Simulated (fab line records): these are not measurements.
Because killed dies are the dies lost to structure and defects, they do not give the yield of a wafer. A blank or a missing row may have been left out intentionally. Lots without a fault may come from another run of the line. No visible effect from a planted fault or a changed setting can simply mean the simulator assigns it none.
What tool caused it? || flow sky130 || 6 lots with 18 wafers sampled at 3 steps, on a route of 708 steps

WHAT THE GAUGES SHOWED, per wafer
SKY_LDD_N_TW_MEAS_17.
{"lot": "L227", "measured": "day 18 03:37", "on": "film metro-04", "LDD_N_TW": "2600 2598 2578"}
{"lot": "L229", "measured": "day 18 18:37", "on": "film metro-02", "LDD_N_TW": "2573 2570 2589"}
{"lot": "L231", "measured": "day 19 07:11", "on": "film metro-04", "LDD_N_TW": "2595 2599 2584"}
{"lot": "L236", "measured": "day 21 22:47", "on": "film metro-01", "LDD_N_TW": "2580 2568 2594"}
{"lot": "L244", "measured": "day 24 11:07", "on": "film metro-01", "LDD_N_TW": "2558 2567 2563"}
{"lot": "L248", "measured": "day 25 17:49", "on": "film metro-01", "LDD_N_TW": "2556 2558 2568"}

WHAT TOOL EACH LOT RAN ON (gives the tool, then ch and the chambers of the sampled wafers, and finally the start)
{"lot": "L227", "SKY_RES_PROTECT_STRIP_07": "plasma asher-03 ch 0,1, day 15 10:40", "SKY_LDD_N_IMPLANT_15": "implanter-02 ch 0, day 18 03:22"}
{"lot": "L229", "SKY_RES_PROTECT_STRIP_07": "plasma asher-03 ch 0,1, day 15 23:40", "SKY_LDD_N_IMPLANT_15": "implanter-01 ch 0, day 18 18:22"}
{"lot": "L231", "SKY_RES_PROTECT_STRIP_07": "plasma asher-03 ch 0,1, day 16 15:16", "SKY_LDD_N_IMPLANT_15": "implanter-03 ch 0, day 19 06:58"}
{"lot": "L236", "SKY_RES_PROTECT_STRIP_07": "plasma asher-03 ch 0, day 19 05:20", "SKY_LDD_N_IMPLANT_15": "implanter-01 ch 0, day 21 22:32"}
{"lot": "L244", "SKY_RES_PROTECT_STRIP_07": "plasma asher-04 ch 0,1, day 21 17:49", "SKY_LDD_N_IMPLANT_15": "implanter-03 ch 0, day 24 10:52"}
{"lot": "L248", "SKY_RES_PROTECT_STRIP_07": "plasma asher-04 ch 0,1, day 23 01:49", "SKY_LDD_N_IMPLANT_15": "implanter-01 ch 0, day 25 17:35"}
- SKY_RES_PROTECT_STRIP_07: strips in O2/N2.
- SKY_LDD_N_IMPLANT_15

THE ANSWER, worked out from the rows above alone
Rule: the usual values come from the lots themselves. Put in order of their means at a reading, lots are off if they are a third of the lots or fewer, leave a main group of 4 or more, and stand apart from it by a gap of 3 or more times the standard deviation of the main group's means; of several such gaps the widest counts. A main group whose means are all the same, to the digits that the tables above print for the reading, isn't used. A lot without any number at a reading at which 4 lots or more have one is off too. The other lots that the step has rows for count as sound.
Nothing can be told from this: no lot is off at any reading shown.

WHAT THE SIMULATOR HAD INSERTED
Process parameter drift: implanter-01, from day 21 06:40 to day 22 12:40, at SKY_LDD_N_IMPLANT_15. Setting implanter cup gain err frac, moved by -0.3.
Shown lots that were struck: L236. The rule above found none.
